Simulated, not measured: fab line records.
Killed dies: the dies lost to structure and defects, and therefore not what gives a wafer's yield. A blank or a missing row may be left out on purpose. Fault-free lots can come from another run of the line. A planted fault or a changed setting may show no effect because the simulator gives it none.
The same fault as seen by 2 desks	flow sky130	numbers are kept per desk, each desk with only its own; the story behind them comes last

TOOL OWNER'S DESK, pvd sputter-01
The tool's own readings at SKY_METAL1_SPUTTER_02 (material AlCu, target thk 250 nm, time 13.3 s): means of the sampled wafers that have a number, for each lot that ran on this tool. Marked OUT: a lot whose mean sits more than 4 standard deviations from the usual mean, which makes it out of limits; the brackets give that distance.
Columns: A = throttle valve pct at SKY_METAL1_SPUTTER_02, usual 29.7 %
lot	first seen here	A
L297	day 32 16:54	30.4
L299	day 33 10:01	29.1
L303	day 34 12:26	29.0
L304	day 35 09:45	30.2
L306	day 35 19:17	29.5
L308	day 36 07:11	29.6
L317	day 39 10:43	29.0
This desk found nothing out of limits on any of the 7 lots.

METROLOGY DESK
What the gauges read, lot by lot, whatever tool the lot ran on: means of the sampled wafers that have a number. Marked OUT: a lot whose mean sits more than 4 standard deviations from the usual mean, which makes it out of limits; the brackets give that distance.
Columns: A = CONTACT_HDPCVD_THK at SKY_CONTACT_THK_MEAS_03, usual 567 nm; B = CONTACT_BOW at SKY_CONTACT_BOW_MEAS_05, usual 81 um; C = METAL1_ALCU_RS at SKY_METAL1_RS_MEAS_05, usual 0.1265 ohm/sq; D = METAL1_ALCU_THK at SKY_METAL1_THK_MEAS_06, usual 254 nm
lot	first seen here	A	B	C	D
L295	day 31 02:26	573	79	0.1262	253
L296	day 31 05:48	573	89	0.1258	254
L297	day 31 10:50	573	74	0.1262	254
L299	day 32 02:35	571	78	0.1243	259
L303	day 33 08:41	561	80	0.1266	253
L304	day 34 05:16	562	79	0.1267	255
L305	day 34 06:26	565	74	0.1277	253
L306	day 34 14:31	565	96	0.0847 (-30) OUT	378 (+40) OUT
L307	day 34 19:09	566	83	0.1258	255
L308	day 35 02:59	561	83	0.0849 (-30) OUT	375 (+39) OUT
L315	day 36 23:41	570	86	0.1251	255
L316	day 37 04:26	568	78	0.1264	253
L318	day 38 04:19	568	74	0.1280	251
L317	day 38 07:14	565	80	0.1252	257
This desk reports L306, L308 out of limits; the earliest was L306 at day 35 19:25 (METAL1_ALCU_RS at SKY_METAL1_RS_MEAS_05). Within limits: L295, L296, L297, L299, L303, L304, L305, L307, L315, L316, L318, L317.

ALL TOGETHER
L306, L308 would have let the metrology desk raise an alarm at day 35 19:25.
The tool owner's desk saw nothing out of limits.
The tool owner's desk has L306, L308 on record, within its limits.
On pvd sputter-01, each named lot ran SKY_METAL1_SPUTTER_02.

WHAT THE SIMULATOR HAD INSERTED
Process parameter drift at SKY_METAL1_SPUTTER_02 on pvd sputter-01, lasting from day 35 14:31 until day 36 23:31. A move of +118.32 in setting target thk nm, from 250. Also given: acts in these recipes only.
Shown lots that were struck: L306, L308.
Delay in hours, fault start to first out-of-limits reading, per desk: metrology desk 5.
